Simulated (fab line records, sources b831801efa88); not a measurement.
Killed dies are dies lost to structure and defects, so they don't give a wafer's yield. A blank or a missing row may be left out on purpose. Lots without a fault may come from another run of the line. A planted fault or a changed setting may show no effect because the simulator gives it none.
fab line records | flow sky130
record lots=7 wafers=21 last_day=50
route steps=708 shown LOCAL_INTERCONNECT@400 CONTACT@406 PAD_OPEN@708
lots that met no fault: from a run of the same line without faults
start_h: hours from the record's first day to the start of the lot's first wafer shown | wait_h: hours since the lot's step before | " the same as in the row above | L1.1+2: a row that stands for several wafers | - no value, or no start given | * or withheld: withheld | < > ~ a bound
route shown NAME@n: a module of which the file shows steps, and the number in the route of the first | usual: mean/standard deviation of fault-free wafers | same: alike in all rows | chamber/n: place in a boat | sites: the reading at each site | _std_site: their standard deviation | _edge_site: outer sites' mean less inner sites' | radius_mm: how far each site lies from the wafer's centre | mask NAME#n: copy n | behind: the tool/chamber that last shaped the wafer | hold: why the lot was held/for how many hours/how that ended | device: the transistor (n, p or np) that didn't switch | end of line: the same wafers' tests at the end of the route | a step without rows: its recipe alone | killed: dies lost to structure and defects at the first sort, not the wafer's yield | map: a wafer's dies, x killed, . not, _ none there
set.NAME: the setting as run; set.NAME@STEP: as run at that earlier step | model.NAME: the simulator's own value behind a step, which no gauge read
lots at some steps of the route; a table a step, a row a wafer
services: from which hour (start_h, from the record's first day; less than 0 if before it) a tool's chamber was out of use, for how many hours, and why
## steps
# step SKY_LOCAL_INTERCONNECT_ETCH_13
# recipe chemistry=N2/H2 target=BARC ion_energy_ev=200 bias_w=100 pressure_mtorr=30 n2_flow_sccm=100 h2_flow_sccm=200 icp_w=500 stop_on=SiO2 time_s=45.9 target_depth_a=600
# usual drypump_motor_current_A=5.95/0.26 h2_flow_sccm=199.9/0.57 oes_product_au=0.856/0.0045 throttle_valve_pct=13.226/0.01
# same time_s=45.9
# columns lot.wafer tool chamber start_h wait_h drypump_motor_current_A h2_flow_sccm oes_product_au rf_hours_counter_h throttle_valve_pct
L665.1 rie_metal-02 1 715.64 0.0 5.57 199.9 0.861 8 13.230
L665.3 " 1 " " 5.59 200.0 0.856 - 13.228
L665.4 " 0 " " 5.99 199.9 0.854 - 13.219
L666.2 rie_metal-03 0 727.89 0.0 5.91 199.2 0.854 7 13.203
L666.3 " 1 " " 6.42 200.7 0.857 - 13.238
L666.6 " 1 " " 6.44 200.8 0.857 - 13.218
L670.3 rie_metal-04 1 767.72 0.0 5.88 198.9 0.856 - 13.212
L670.4 " 0 " " 5.73 200.4 0.849 - 13.220
L670.6 " 1 " " 5.88 199.1 0.857 - 13.213
L672.2 rie_metal-02 0 779.49 0.0 5.98 199.6 0.860 8 13.220
L672.4 " 0 " " 6.00 199.4 0.859 - 13.231
L672.6 " 0 " " 6.00 199.8 0.854 - 13.217
L674.1 rie_metal-03 0 792.09 0.0 5.93 199.1 0.849 10 13.209
L674.2 " 0 " " 5.92 199.2 0.848 - 13.222
L674.3 " 0 " " 5.92 199.6 0.853 - 13.227
L683.2 rie_metal-04 1 860.21 0.0 5.86 200.4 0.849 - 13.240
L683.3 " 1 " " 5.87 200.3 0.854 - 13.216
L683.6 " 1 " " 5.85 199.0 0.858 - 13.243
L685.1 rie_metal-03 1 872.95 0.0 6.41 200.2 0.851 3 13.232
L685.4 " 0 " " 5.93 200.3 0.857 - 13.232
L685.5 " 0 " " 5.92 200.7 0.851 - 13.229
# step SKY_LOCAL_INTERCONNECT_METAL_ETCH_14
# recipe target_depth_nm=110 stop_on=PSG chemistry=Cl2/BCl3 target=TiN resist_sidewall_deg=88 pressure_mtorr=10 icp_w=900 bias_w=48.5 Cl2_flow_sccm=60 bcl3_flow_sccm=30 time_s=31.4
# usual drypump_motor_current_A=5.94/0.26 mfc_cl2_sccm=60.04/0.18 oes_product_au=0.936/0.0092 throttle_valve_pct=21.905/0.011
# same time_s=31.4
# columns lot.wafer tool chamber start_h wait_h drypump_motor_current_A mfc_cl2_sccm oes_product_au rf_hours_counter_h throttle_valve_pct
L665.1 rie_metal-02 1 715.70 0.0 5.53 60.09 0.932 8 21.897
L665.3 " 1 " " 5.56 60.08 0.938 - 21.909
L665.4 " 0 " " 6.00 60.33 0.936 - 21.891
L666.2 rie_metal-03 0 727.95 0.0 5.93 60.08 0.927 7 21.898
L666.3 " 1 " " 6.46 59.94 0.942 - 21.917
L666.6 " 1 " " 6.42 59.75 0.927 - 21.921
L670.3 rie_metal-04 1 767.78 0.0 5.86 60.02 0.933 - 21.894
L670.4 " 0 " " 5.73 59.79 0.943 - 21.901
L670.6 " 1 " " 5.86 59.95 0.947 - 21.896
L672.2 rie_metal-02 0 779.55 0.0 5.98 60.17 0.938 8 21.890
L672.4 " 0 " " 5.98 60.25 0.955 - 21.907
L672.6 " 0 " " 5.98 60.19 0.949 - 21.907
L674.1 rie_metal-03 0 792.21 0.1 5.91 60.06 0.928 10 21.916
L674.2 " 0 " " 5.91 60.28 0.937 - 21.909
L674.3 " 0 " " 5.91 60.42 0.943 - 21.906
L683.2 rie_metal-04 1 860.33 0.1 5.83 59.90 0.942 - 21.917
L683.3 " 1 " " 5.83 59.95 0.950 - 21.903
L683.6 " 1 " " 5.84 59.82 0.951 - 21.883
L685.1 rie_metal-03 1 873.01 0.0 6.44 59.72 0.940 3 21.902
L685.4 " 0 " " 5.92 60.29 0.931 - 21.911
L685.5 " 0 " " 5.93 60.31 0.946 - 21.895
# step SKY_LOCAL_INTERCONNECT_STRIP_15
# recipe chemistry=O2/N2 power_w=1400 pressure_mtorr=1500 platen_temp_c=withheld o2_flow_sccm=3000 n2_flow_sccm=300 overash_fraction=0.5
# usual drypump_motor_current_A=5.3/0.38 o2_flow_sccm=3001/8.8 oes_product_au=0.425/0.0046 strip_time_to_endpoint_s=4.694/0.028
# columns lot.wafer tool chamber start_h wait_h drypump_motor_current_A o2_flow_sccm oes_product_au rf_hours_counter_h strip_time_to_endpoint_s
L665.1 plasma_asher-02 1 715.75 0.0 5.1 2998 0.422 27 4.701
L665.3 " 0 " " 5.2 2995 0.434 - 4.714
L665.4 " 1 " " 5.1 3010 0.423 - 4.683
L666.2 plasma_asher-02 0 728.00 0.0 5.2 3003 0.431 28 4.689
L666.3 " 1 " " 5.1 3004 0.425 - 4.740
L666.6 " 1 " " 5.1 2999 0.419 - 4.757
L670.3 plasma_asher-04 1 767.85 0.1 6.1 3011 0.427 - 4.676
L670.4 " 0 " " 4.8 2997 0.421 - 4.695
L670.6 " 1 " " 6.1 3027 0.424 - 4.693
L672.2 plasma_asher-04 1 779.60 0.0 6.1 2997 0.419 3 4.688
L672.4 " 0 " " 4.8 3001 0.417 - 4.707
L672.6 " 0 " " 4.8 3001 0.424 - 4.710
L674.1 plasma_asher-01 1 792.32 0.1 5.3 3005 0.423 69 4.661
L674.2 " 0 " " 5.9 2995 0.421 69 4.675
L674.3 " 1 " " 5.3 3017 0.435 - 4.676
L683.2 plasma_asher-04 0 860.42 0.1 4.8 2992 0.418 13 4.711
L683.3 " 0 " " 4.8 3001 0.430 - 4.706
L683.6 " 1 " " 6.1 3003 0.429 - 4.710
L685.1 plasma_asher-02 1 873.07 0.0 5.1 2998 0.427 44 4.650
L685.4 " 1 " " 5.1 3002 0.422 - 4.632
L685.5 " 1 " " 5.1 2991 0.422 - 4.658
# step SKY_LOCAL_INTERCONNECT_STRIP_16
# recipe chemistry=post_etch_residue_remover time_s=1200 temp_c=72.5
# step SKY_LOCAL_INTERCONNECT_CLEAN_17
# recipe chemistry=IPA time_s=180 temp_c=25
# step SKY_LOCAL_INTERCONNECT_CLEAN_18
# recipe chemistry=O3/DIW dry=n2_spin
# step SKY_CONTACT_CVD_00
# recipe material=Si3N4 target_thk_nm=75 temp_c=400 time_s=withheld rf_w=450
# usual heater_power_w=705/78
# columns lot.wafer tool chamber start_h wait_h heater_power_w
L665.1 pecvd-03 2 716.38 0.0 789
L665.3 " 1 " " 764
L665.4 " 2 " " 789
L666.2 pecvd-02 2 728.59 0.0 732
L666.3 " 1 " " 598
L666.6 " 1 " " 604
L670.3 pecvd-03 1 768.52 0.0 818
L670.4 " 0 " " 533
L670.6 " 1 " " 833
L672.2 pecvd-01 1 780.24 0.0 619
L672.4 " 1 " " 630
L672.6 " 0 " " 642
L674.1 pecvd-01 2 792.91 0.0 840
L674.2 " 0 " " 653
L674.3 " 1 " " 660
L683.2 pecvd-02 2 861.01 0.0 728
L683.3 " 0 " " 740
L683.6 " 2 " " 754
L685.1 pecvd-02 2 873.70 0.0 624
L685.4 " 0 " " 728
L685.5 " 1 " " 695
# step SKY_CONTACT_THK_MEAS_01
# recipe reads=Si3N4_of_CONTACT_CVD_00
# usual CONTACT_CVD_00_THK=74.6/1.2
# columns lot.wafer tool chamber start_h wait_h CONTACT_CVD_00_THK[nm]
L665.1 film_metro-02 - 716.41 - 73.8
L665.3 " - " " 72.7
L665.4 " - " " 75.8
L666.2 film_metro-03 - 728.64 - 74.5
L666.3 " - " " 73.0
L666.6 " - " " 74.0
L670.3 film_metro-04 - 768.57 - 74.6
L670.4 " - " " 76.0
L670.6 " - " " 75.0
L672.2 film_metro-02 - 780.28 - 71.3
L672.4 " - " " 74.3
L672.6 " - " " 75.0
L674.1 film_metro-02 - 792.94 - 72.9
L674.2 " - " " 75.0
L674.3 " - " " 71.9
L683.2 film_metro-03 - 861.05 - 74.3
L683.3 " - " " 73.9
L683.6 " - " " 75.6
L685.1 film_metro-02 - 873.74 - 74.7
L685.4 " - " " 75.6
L685.5 " - " " 77.2
# step SKY_CONTACT_HDPCVD_02
# recipe material=SiO2 target_thk_nm=565 sigma_open_frac=0.3 time_s=94.2 temp_c=600 sih4_flow_sccm=60 pressure_mtorr=6
# step SKY_CONTACT_THK_MEAS_03
# recipe reads=SiO2_of_CONTACT_HDPCVD_02
# usual CONTACT_HDPCVD_THK=566/5.8
# columns lot.wafer tool chamber start_h wait_h CONTACT_HDPCVD_THK[nm]
L665.1 film_metro-03 - 716.54 0.0 573
L665.3 " - " " 565
L665.4 " - " " 566
L666.2 film_metro-02 - 728.76 0.0 572
L666.3 " - " " 561
L666.6 " - " " 568
L670.3 film_metro-02 - 768.70 0.1 563
L670.4 " - " " 552
L670.6 " - " " 562
L672.2 film_metro-03 - 780.41 0.0 562
L672.4 " - " " 565
L672.6 " - " " 576
L674.1 film_metro-04 - 793.10 0.1 563
L674.2 " - " " 567
L674.3 " - " " 568
L683.2 film_metro-02 - 861.18 0.0 572
L683.3 " - " " 556
L683.6 " - " " 552
L685.1 film_metro-03 - 873.86 0.0 567
L685.4 " - " " 567
L685.5 " - " " 560
# step SKY_CONTACT_CMP_04
# recipe material=SiO2 down_force_psi=4 platen_rpm=60 pad_velocity_m_s=0.94248
# usual motor_current_A=12.2/1.2 time_to_endpoint_s=82/4.8
# columns lot.wafer tool chamber start_h wait_h motor_current_A time_to_endpoint_s
L665.1 cmp-02 0 716.60 0.1 10.7 77
L665.4 " 1 " " 13.0 85
L665.3 " 3 " " 11.0 79
L666.3 cmp-01 1 728.91 0.1 12.4 76
L666.2 " 2 " " 13.4 84
L666.6 " 0 " " 10.8 82
L670.4 cmp-01 3 768.74 0.0 14.3 69
L670.3 " 1 " " 12.8 76
L670.6 " 0 " " 11.2 80
L672.4 cmp-01 0 780.46 0.0 10.6 82
L672.2 " 1 " " 12.1 76
L672.6 " 0 " " 10.6 80
L674.1 cmp-01 0 793.16 0.1 10.8 83
L674.2 " 1 " " 12.3 83
L674.3 " 2 " " 12.9 82
L683.2 cmp-02 2 861.23 0.0 12.9 90
L683.3 " 0 " " 10.1 79
L683.6 " 3 " " 11.6 79
L685.4 cmp-01 0 873.97 0.1 10.6 87
L685.1 " 1 " " 11.8 83
L685.5 " 3 " " 14.9 75
# step SKY_CONTACT_BOW_MEAS_05
# recipe mode=bow
# usual CONTACT_BOW=83/6.6
# columns lot.wafer tool chamber start_h wait_h CONTACT_BOW[um]
L665.1 film_metro-02 - 716.90 0.2 83
L665.3 " - " " 84
L665.4 " - " " 78
L666.2 film_metro-03 - 729.13 0.1 91
L666.3 " - " " 82
L666.6 " - " " 80
L670.3 film_metro-04 - 769.08 0.2 90
L670.4 " - " " 92
L670.6 " - " " 89
L672.2 film_metro-03 - 780.78 0.2 83
L672.4 " - " " 78
L672.6 " - " " 81
L674.1 film_metro-04 - 793.46 0.2 88
L674.2 " - " " 95
L674.3 " - " " 80
L683.2 film_metro-02 - 861.55 0.3 81
L683.3 " - " " 87
L683.6 " - " " 86
L685.1 film_metro-02 - 874.22 0.1 76
L685.4 " - " " 79
L685.5 " - " " 92
# step SKY_CONTACT_DEHYDRATE_06
# recipe temp_c=200 time_s=60
# usual heater_power_total_W=160.40/0.13 plate_temp_C=200.00/0.16 resist_line_temp_C=23.01/0.11
# same time_s=60
# columns lot.wafer tool chamber start_h wait_h heater_power_total_W plate_temp_C resist_line_temp_C
L665.1 litho_track-02 0 730.33 13.4 160.57 200.11 23.00
L665.3 " 0 " " 160.56 200.10 22.97
L665.4 " 0 " " 160.37 200.18 22.94
L666.2 litho_track-01 0 742.72 13.6 160.36 199.99 23.02
L666.3 " 0 " " 160.54 199.99 23.24
L666.6 " 0 " " 160.30 199.82 23.08
L670.3 litho_track-01 0 781.60 12.5 163.96 203.62 22.93
L670.4 " 0 " " 163.99 203.59 22.96
L670.6 " 0 " " 164.01 203.35 23.02
L672.2 litho_track-01 0 794.17 13.4 164.02 203.64 22.94
L672.4 " 0 " " 164.12 203.76 23.07
L672.6 " 0 " " 163.99 203.54 23.13
L674.1 litho_track-01 0 805.35 11.9 163.99 203.75 23.03
L674.2 " 0 " " 164.14 203.63 23.00
L674.3 " 0 " " 164.19 203.69 22.93
L683.2 litho_track-02 0 873.76 12.2 160.57 199.71 23.02
L683.3 " 0 " " 160.40 200.07 22.96
L683.6 " 0 " " 160.51 199.90 23.27
L685.1 litho_track-02 0 886.38 12.1 160.37 200.21 23.24
L685.4 " 0 " " 160.48 200.31 23.04
L685.5 " 0 " " 160.39 200.22 23.11
# step SKY_CONTACT_HMDS_07
# recipe prime_time_s=60 prime_temp_c=120
# step SKY_PAD_OPEN_PROBE_99
# usual killed_at_M0_to_M3=42/6.7 killed_at_M4_up=3.3/2.1 killed_at_contacts=24/5.1 killed_at_front_end=15/4.6 killed_at_other=0.3/0.58 killed_dies=85/9.9 killed_open=46/6.9 killed_short=38/7
# same gross_dies=492 killed_at_back_side=0
# columns lot.wafer tool chamber start_h wait_h killed_at_M0_to_M3 killed_at_M4_up killed_at_contacts killed_at_front_end killed_at_other killed_dies killed_open killed_short
L665.1 prober-02 - 1086.12 0.1 37 3 17 9 0 66 38 28
L665.3 prober-02 - 1086.22 0.2 42 1 20 11 2 76 39 37
L665.4 prober-02 - 1086.27 0.2 46 5 22 20 1 94 55 39
L666.2 prober-01 - 1096.11 0.1 43 2 25 16 0 86 53 33
L666.3 prober-01 - 1096.16 0.2 33 1 36 30 0 100 53 47
L666.6 prober-01 - 1096.31 0.2 48 5 26 14 1 94 58 36
L672.2 prober-01 - 1134.57 0.1 39 1 24 10 0 74 45 29
L672.4 prober-01 - 1134.67 0.2 40 2 24 18 1 85 50 35
L672.6 prober-01 - 1134.77 0.2 34 3 20 14 0 71 35 36
L683.2 prober-01 - 1192.12 0.1 52 5 16 14 0 87 40 47
L683.3 prober-01 - 1192.17 0.2 45 5 18 30 0 98 62 34
L683.6 prober-01 - 1192.32 0.2 41 5 24 9 0 79 46 32
L685.1 prober-02 - 1199.47 0.1 36 6 28 12 0 82 43 39
L685.4 prober-02 - 1199.62 0.2 37 1 34 7 1 80 47 33
L685.5 prober-02 - 1199.67 0.2 47 6 28 12 1 94 49 45
# killed by level:class
L665.1 VIA1:geometric_particle:open=9 LI_CONTACT:geometric_particle:open=5 CONTACT:geometric_particle:open=5 VIA3:geometric_particle:open=5 METAL2:geometric_particle:short=4 VIA2:geometric_particle:open=4 VIA3:geometric_particle:short=4 POLY_GATE:geometric_particle:open=3
L665.3 VIA1:geometric_particle:open=10 METAL1:geometric_particle:short=9 CONTACT:geometric_particle:open=8 VIA3:geometric_particle:open=5 VIA2:geometric_particle:open=5 LOCAL_INTERCONNECT:geometric_particle:short=4 METAL3:geometric_particle:short=4 FIELD_ISO:geometric_particle:open=3
L665.4 VIA1:geometric_particle:open=15 VIA3:geometric_particle:open=10 CONTACT:geometric_particle:open=7 POLY_GATE:geometric_particle:short=6 CONTACT:geometric_particle:short=5 VIA2:geometric_particle:open=5 FIELD_ISO:geometric_particle:short=4 LOCAL_INTERCONNECT:geometric_particle:short=4
L666.2 VIA3:geometric_particle:open=12 VIA1:geometric_particle:open=9 CONTACT:geometric_particle:open=8 LI_CONTACT:geometric_particle:open=7 FIELD_ISO:geometric_particle:open=4 POLY_GATE:geometric_particle:open=4 METAL2:geometric_particle:short=4 CONTACT:geometric_particle:short=4
L666.3 CONTACT:geometric_particle:open=13 VIA3:geometric_particle:open=8 FIELD_ISO:geometric_particle:short=7 FIELD_ISO:geometric_particle:open=7 LOCAL_INTERCONNECT:geometric_particle:short=6 CONTACT:geometric_particle:short=6 METAL2:geometric_particle:short=6 LI_CONTACT:geometric_particle:open=5
L666.6 VIA1:geometric_particle:open=14 VIA3:geometric_particle:open=8 LI_CONTACT:geometric_particle:open=7 VIA2:geometric_particle:open=6 CONTACT:geometric_particle:open=6 LI_CONTACT:geometric_particle:short=5 METAL2:geometric_particle:short=5 METAL4:geometric_particle:short=5
L672.2 VIA1:geometric_particle:open=8 CONTACT:geometric_particle:open=8 VIA2:geometric_particle:open=8 LI_CONTACT:geometric_particle:open=7 VIA3:geometric_particle:open=7 CONTACT:geometric_particle:short=5 FIELD_ISO:geometric_particle:short=4 METAL2:geometric_particle:short=4
L672.4 CONTACT:geometric_particle:open=10 FIELD_ISO:geometric_particle:open=9 METAL3:geometric_particle:short=7 VIA1:geometric_particle:open=6 LOCAL_INTERCONNECT:geometric_particle:short=6 LI_CONTACT:geometric_particle:open=5 VIA2:geometric_particle:open=5 METAL1:geometric_particle:short=4
L672.6 VIA1:geometric_particle:open=13 LOCAL_INTERCONNECT:geometric_particle:short=6 CONTACT:geometric_particle:open=6 FIELD_ISO:geometric_particle:short=5 METAL1:geometric_particle:short=5 FIELD_ISO:geometric_particle:open=4 METAL2:geometric_particle:short=4 POLY_GATE:geometric_particle:open=3
L683.2 VIA2:geometric_particle:open=9 VIA3:geometric_particle:open=8 METAL3:geometric_particle:short=7 METAL2:geometric_particle:short=7 VIA1:geometric_particle:open=6 FIELD_ISO:geometric_particle:short=5 CONTACT:geometric_particle:open=5 METAL1:geometric_particle:short=5
L683.3 FIELD_ISO:geometric_particle:open=14 VIA3:geometric_particle:open=10 VIA1:geometric_particle:open=10 VIA2:geometric_particle:open=8 FIELD_ISO:geometric_particle:short=6 CONTACT:geometric_particle:open=6 VIA2:geometric_particle:short=5 POLY_GATE:geometric_particle:open=4
L683.6 VIA1:geometric_particle:open=15 LI_CONTACT:geometric_particle:open=8 CONTACT:geometric_particle:open=7 VIA1:geometric_particle:short=7 VIA2:geometric_particle:open=5 CONTACT:geometric_particle:short=4 METAL4:geometric_particle:short=4 METAL2:geometric_particle:short=4
L685.1 LI_CONTACT:geometric_particle:open=8 CONTACT:geometric_particle:open=8 CONTACT:geometric_particle:short=8 VIA1:geometric_particle:open=7 METAL2:geometric_particle:short=5 VIA3:geometric_particle:open=5 POLY_GATE:geometric_particle:short=4 VIA2:geometric_particle:open=4
L685.4 CONTACT:geometric_particle:open=18 VIA1:geometric_particle:open=9 LI_CONTACT:geometric_particle:open=7 METAL2:geometric_particle:short=7 VIA2:geometric_particle:open=5 CONTACT:geometric_particle:short=4 METAL1:geometric_particle:short=4 VIA1:geometric_particle:short=3
L685.5 VIA1:geometric_particle:open=13 CONTACT:geometric_particle:open=10 LI_CONTACT:geometric_particle:open=6 CONTACT:geometric_particle:short=6 VIA3:geometric_particle:short=5 METAL1:geometric_particle:open=5 METAL2:geometric_particle:short=5 METAL4:geometric_particle:short=5
## services
# columns tool chamber start_h hours kind
rie_metal-03 - 691.73 0.5 repair
rie_metal-03 0 716.12 1.1 repair
rie_metal-02 - 726.33 2.8 pm
cmp-01 - 732.08 2.6 repair
plasma_asher-04 - 733.75 9.0 pm
rie_metal-02 - 734.95 0.2 repair
rie_metal-04 - 735.58 0.3 repair
pecvd-01 - 746.59 1.1 repair
pecvd-01 0 755.49 17.3 repair
plasma_asher-02 - 758.29 3.9 repair
cmp-01 - 758.44 4.0 pm
pecvd-01 - 758.62 3.1 repair
pecvd-02 1 760.79 2.2 repair
plasma_asher-04 - 768.70 2.8 pm
cmp-01 - 777.44 1.5 repair
cmp-02 - 779.01 5.3 pm
cmp-01 - 785.11 4.8 pm
pecvd-02 - 793.45 14.6 pm
cmp-02 - 800.21 2.0 repair
cmp-01 - 802.56 2.7 repair
cmp-02 - 829.25 1.9 repair
rie_metal-03 1 835.88 4.2 repair
pecvd-01 - 851.16 0.9 repair
pecvd-02 - 854.90 0.9 repair
## key
first_sign step=SKY_CONTACT_DEHYDRATE_06 reading=heater_power_total_W direction=up sigmas=29 usual=* struck=*
effect step=SKY_CONTACT_DEHYDRATE_06 reading=plate_temp_C direction=up sigmas=23 usual=* struck=*
met_at SKY_CONTACT_DEHYDRATE_06
struck_wafers L670.3,L670.4,L670.6,L672.2,L672.4,L672.6,L674.1,L674.2,L674.3
tester_left_out L670,L672,L674
onset_between 742.72 781.60
fault kind=process_parameter_drift tool=litho_track-01 chamber=- onset_h=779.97 steps=SKY_CONTACT_DEHYDRATE_06 channel=temp_c offset=* shape=step end_h=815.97 acts_in=* stated=*
# tester_left_out: of these lots the tester's yield and bins aren't shown, on N5 and GAA mostly nor the transistor test; their killed dies are dies lost to structure and defects alone, not to doping, threshold or leakage, so they don't give the yield
